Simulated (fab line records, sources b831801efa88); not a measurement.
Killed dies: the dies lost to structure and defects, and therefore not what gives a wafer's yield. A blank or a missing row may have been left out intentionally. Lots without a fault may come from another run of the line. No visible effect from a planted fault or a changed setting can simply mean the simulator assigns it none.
Struck lot and sound lot, side by side | flow gf180mcu | 15 steps out of a route of 602
Sound: the wafers L446.1, L446.2, L446.3. Wafers L454.1, L454.3, L454.6 were the ones struck. The cause comes at the end.
Order at every step that has rows: each side's tool, ch and its chambers, its first start. Under that, the readings that differ: sound wafers | struck wafers | difference of the means | sigmas: that difference in standard deviations of wafers without a fault.
alike: words and numbers the same on both sides, and readings whose means are apart by under 2 such deviations; not compared: readings that were withheld, readings missing a value for some wafer, numbers with overlapping values and no deviation given by the record, and bounds like >300 which may hide the same value.
A row with sigmas, a row that says differs or no value, or rows on one side alone: a step with any of these is where the two part. Non-overlapping numbers with no deviation appear without sigmas and do not part them. A reading missing from all wafers of one side parts the sides only when that side holds two or more wafers.

GF_V3_STRIP_18: strips in O2/N2.
  sound on plasma-asher-04 ch 0,1, day 24 03:43; struck on plasma-asher-04 ch 0, day 27 02:47
  alike: chamber-pressure-mTorr, drypump-motor-current-A, heater-power-w, oes-product-au
  not compared: rf-hours-counter-h
then, 3 steps without rows for these wafers: GF_V3_STRIP_19 (strips in post etch residue remover, time 1200 s); GF_V3_CLEAN_20 (cleans in DIW); GF_V3_SPUTTER_21 (material Ti, target thk 15 nm, time 80.02 s).
GF_V3_SPUTTER_22: material TiN, target thk 10 nm, time 40 s.
  sound: pvd-sputter-04 at day 24 04:18; struck: pvd-sputter-01 at day 27 03:49
  alike: cathode-dc-power-W, throttle-valve-pct
GF_V3_CVD_23: deposits W, target thk 350 nm, time 104.9 s.
  sound on cvd-w-01 ch 0,1, day 24 04:20; struck on cvd-w-01 ch 1, day 27 03:52
  alike: heater-power-w
GF_V3_RS_MEAS_24: measurement is done with a four-point probe.
  sound: film-metro-02 at day 24 04:27; struck: film-metro-02 at day 27 03:58
  alike: V3_W_RS
GF_V3_THK_MEAS_25: measures by xrf.
  sound: film-metro-02 at day 24 04:34; struck: film-metro-02 at day 27 04:05
  alike: V3_W_THK
then, 2 steps without rows for these wafers: GF_V3_CMP_26 (polishes, stops on SiO2, t overpolish 15 s, target thk 0 nm); GF_M4_SPUTTER_00 (material Ti, target thk 37.5 nm, time 150 s).
GF_M4_SPUTTER_01: material TiN, target thk 30 nm, time 25 s.
  sound: pvd-sputter-03 at day 24 05:02; struck: pvd-sputter-04 at day 27 04:33
  alike: cathode-dc-power-W, throttle-valve-pct
then, 1 step without rows for these wafers: GF_M4_SPUTTER_02 (material AlCu, target thk 450 nm, time 23.9 s).
GF_M4_SPUTTER_03: material Ti, target thk 10 nm, time 6.7 s.
  sound: pvd-sputter-03 at day 24 05:06; struck: pvd-sputter-04 at day 27 04:37
  reading                               | sound                | struck               | difference | sigmas
  cathode-dc-power-W (W)                | 2999.5 3000.6 2999.6 | 3081.4 3084.6 3083.4 | +83.2      | +99 or more
  model.Ti_of_M4_SPUTTER_03.thk-nm (nm) | 10.09 9.989 10.13    | 10.22 10.46 10.33    | +0.27      |
  alike: throttle-valve-pct
GF_M4_SPUTTER_04: material TiN, target thk 50 nm, time 41.7 s.
  sound: pvd-sputter-03 at day 24 05:07; struck: pvd-sputter-04 at day 27 04:38
  alike: cathode-dc-power-W, throttle-valve-pct
then, 1 step without rows for these wafers: GF_PASSIVATION_PROBE_99.

WHERE THEY PART
GF_M4_SPUTTER_03 only, going by this record. Later steps at which nothing parts them and some readings are alike: GF_M4_SPUTTER_04.

WHY: whatever the simulator had introduced
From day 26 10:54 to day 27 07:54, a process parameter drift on pvd-sputter-04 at GF_M4_SPUTTER_03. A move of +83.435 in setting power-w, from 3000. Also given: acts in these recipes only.
